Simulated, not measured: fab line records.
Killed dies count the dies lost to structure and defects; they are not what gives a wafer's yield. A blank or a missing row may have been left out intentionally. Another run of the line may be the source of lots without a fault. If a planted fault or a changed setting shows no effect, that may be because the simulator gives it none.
Comparing a struck lot with a sound one | flow sky130 | 43 steps out of a route of 708
Sound: these wafers, L475.1, L475.2, L475.3. Wafers L481.3, L481.4, L481.6 were the ones struck. Last of all comes the cause.
Order at every step that has rows: each side's tool, ch and its chambers, its first start. Under that, the readings that differ: sound wafers | struck wafers | difference of the means | sigmas: that difference in standard deviations of wafers without a fault.
alike: words and numbers the same on both sides, and readings whose means are apart by under 2 such deviations; not compared: readings that were withheld, readings missing a value for some wafer, numbers with overlapping values and no deviation given by the record, and bounds like >300 which may hide the same value.
Wherever a step has rows on one side only, a row that says differs or no value, or a row with sigmas, the two part there. Numbers that have no deviation but don't overlap get no sigmas and don't part them. Lack of a reading on every wafer of one side parts them only where that side has two or more wafers.

SKY_POLY_CUT_ETCH_10: etches BARC in N2/H2, stops on SiO2, time 45.9 s, target depth 60 nm.
  sound on rieDiel-02 ch 0,2,3, day 27 07:19; struck on rieDiel-04 ch 0,3, day 29 00:55
  alike: drypumpMotorCurrentA, oesProductAu, throttleValvePct
  not compared: rfHoursCounterH
SKY_POLY_CUT_ETCH_11: etches Si3N4 in CF4/CH2F2/Ar, stops on poly-Si, time 42.5 s, target depth 60 nm.
  sound on rieDiel-02 ch 0,2,3, day 27 07:22; struck on rieDiel-04 ch 0,3, day 29 00:57
  alike: drypumpMotorCurrentA, oesProductAu, throttleValvePct
  not compared: rfHoursCounterH
SKY_POLY_CUT_STRIP_12: strips in O2/N2.
  sound on plasmaAsher-01 ch 0,1, day 27 07:25; struck on plasmaAsher-01 ch 0,1, day 29 01:01
  alike: drypumpMotorCurrentA, o2FlowSccm, oesProductAu, stripTimeToEndpointS
  not compared: rfHoursCounterH
then, 7 steps without rows for these wafers: SKY_SD_P_DEHYDRATE_00 (time 60 s); SKY_SD_P_HMDS_01 (prime time 60 s); SKY_SD_P_COAT_02 (resist thk 1140 nm); SKY_SD_P_SOFTBAKE_03 (time 62.42 s); SKY_SD_P_EXPOSE_04 (exposes mask PSDM, target cd 380 nm); SKY_SD_P_PEB_05; SKY_SD_P_DEVELOP_06 (develop time 60 s).
SKY_SD_P_CD_MEAS_07: the cd target is 380 nm.
  sound on cdSem-01, day 28 11:58; struck on cdSem-01, day 30 05:20
reading   | sound             | struck            | difference | sigmas
cdNm (nm) | 378.9 380.1 382.8 | 374.9 375.1 377.8 | -4.7       | -2
SKY_SD_P_OVL_MEAS_08:
  sound on overlay-01, day 28 12:05; struck on overlay-02, day 30 05:25
  alike: SD_P_OVL
SKY_SD_P_IMPLANT_09:
  sound on implanter-04 ch 0, day 28 12:07; struck on implanter-04 ch 0, day 30 05:29
reading                  | sound                | struck               | difference | sigmas
beamEnergyKeV            | 20.012 20.015 20.004 | 19.307 19.305 19.316 | -0.701     | -99 or more
model.implant.drpNm (nm) | 9.746 9.746 9.746    | 9.509 9.509 9.509    | -0.237     | 
SKY_SD_P_STRIP_10: strips in O2/N2.
  sound on plasmaAsher-02 ch 0,1, day 28 12:16; struck on plasmaAsher-04 ch 0,1, day 30 05:38
  alike: drypumpMotorCurrentA, o2FlowSccm, oesProductAu, stripTimeToEndpointS
  not compared: rfHoursCounterH
SKY_SD_P_TW_MEAS_11:
  sound on filmMetro-01, day 28 12:22; struck on filmMetro-01, day 30 05:43
  alike: SD_P_TW
then, 8 steps without rows for these wafers: SKY_RES_XHIGH_DEHYDRATE_00 (time 60 s); SKY_RES_XHIGH_HMDS_01 (prime time 60 s); SKY_RES_XHIGH_COAT_02 (resist thk 1140 nm); SKY_RES_XHIGH_SOFTBAKE_03 (time 60 s); SKY_RES_XHIGH_EXPOSE_04 (exposes mask URPM, target cd 1270 nm); SKY_RES_XHIGH_PEB_05; SKY_RES_XHIGH_DEVELOP_06 (develop time 60 s); SKY_RES_XHIGH_IMPLANT_07.
SKY_RES_XHIGH_STRIP_08: strips in O2/N2.
  sound on plasmaAsher-01 ch 0,1, day 29 16:21; struck on plasmaAsher-04 ch 0,1, day 31 09:39
reading             | sound             | struck            | difference | sigmas
oesProductAu (a.u.) | 0.725 0.716 0.717 | 0.708 0.706 0.712 | -0.011     | -2
  alike: drypumpMotorCurrentA, o2FlowSccm, stripTimeToEndpointS
  not compared: rfHoursCounterH
SKY_RES_XHIGH_TW_MEAS_09:
  sound on filmMetro-02, day 29 16:27; struck on filmMetro-04, day 31 09:44
reading      | sound          | struck         | difference | sigmas
RES_XHIGH_TW | 1612 1615 1617 | 1649 1658 1646 | +36        | +2
then, 7 steps without rows for these wafers: SKY_SD_N_DEHYDRATE_00 (time 60 s); SKY_SD_N_HMDS_01 (prime time 60 s); SKY_SD_N_COAT_02 (resist thk 1140 nm); SKY_SD_N_SOFTBAKE_03 (time 61.49 s); SKY_SD_N_EXPOSE_04 (exposes mask NSDM, target cd 380 nm); SKY_SD_N_PEB_05; SKY_SD_N_DEVELOP_06 (develop time 60 s).
SKY_SD_N_CD_MEAS_07: the cd target is 380 nm.
  sound on cdSem-01, day 30 20:15; struck on cdSem-01, day 32 12:59
  alike: cdNm
SKY_SD_N_OVL_MEAS_08:
  sound on overlay-01, day 30 20:22; struck on overlay-01, day 32 13:05
  alike: SD_N_OVL
then, 3 steps without rows for these wafers: SKY_SD_N_IMPLANT_09; SKY_SD_N_IMPLANT_10; SKY_SD_N_STRIP_11 (strips in O2/N2).
SKY_SD_N_TW_MEAS_12:
  sound on filmMetro-04, day 30 20:49; struck on filmMetro-02, day 32 13:32
  alike: SD_N_TW
then, 1 step without rows for these wafers: SKY_SD_N_CLEAN_13 (cleans in SC1/SC2, time 150 s).
SKY_SD_N_RTA_14: time 2 s.
  sound on rtpAnneal-02 ch 0, day 30 20:55; struck on rtpAnneal-01 ch 0, day 32 13:38
  alike: lampPowerPct, wafer_temp_C_max
SKY_SD_N_RS_MEAS_16: uses a four-point probe to measure.
  sound on filmMetro-01, day 30 21:06; struck on filmMetro-01, day 32 13:50
  alike: SD_N_RS
SKY_SD_N_RS_MEAS_17: uses a four-point probe to measure.
  sound on filmMetro-01, day 30 21:13; struck on filmMetro-01, day 32 13:57
reading          | sound             | struck            | difference | sigmas
SD_P_RS (ohm/sq) | 147.5 147.5 147.7 | 148.6 148.8 148.4 | +1.0       | +2
SKY_PAD_OPEN_PROBE_99:
  sound wafers here have rows in the record (prober-01, day 47 22:37); struck ones have none

## WHERE THEY PART
Last at SKY_PAD_OPEN_PROBE_99 as far as this record goes, first at SKY_SD_P_CD_MEAS_07.

WHY: what had been put in by the simulator
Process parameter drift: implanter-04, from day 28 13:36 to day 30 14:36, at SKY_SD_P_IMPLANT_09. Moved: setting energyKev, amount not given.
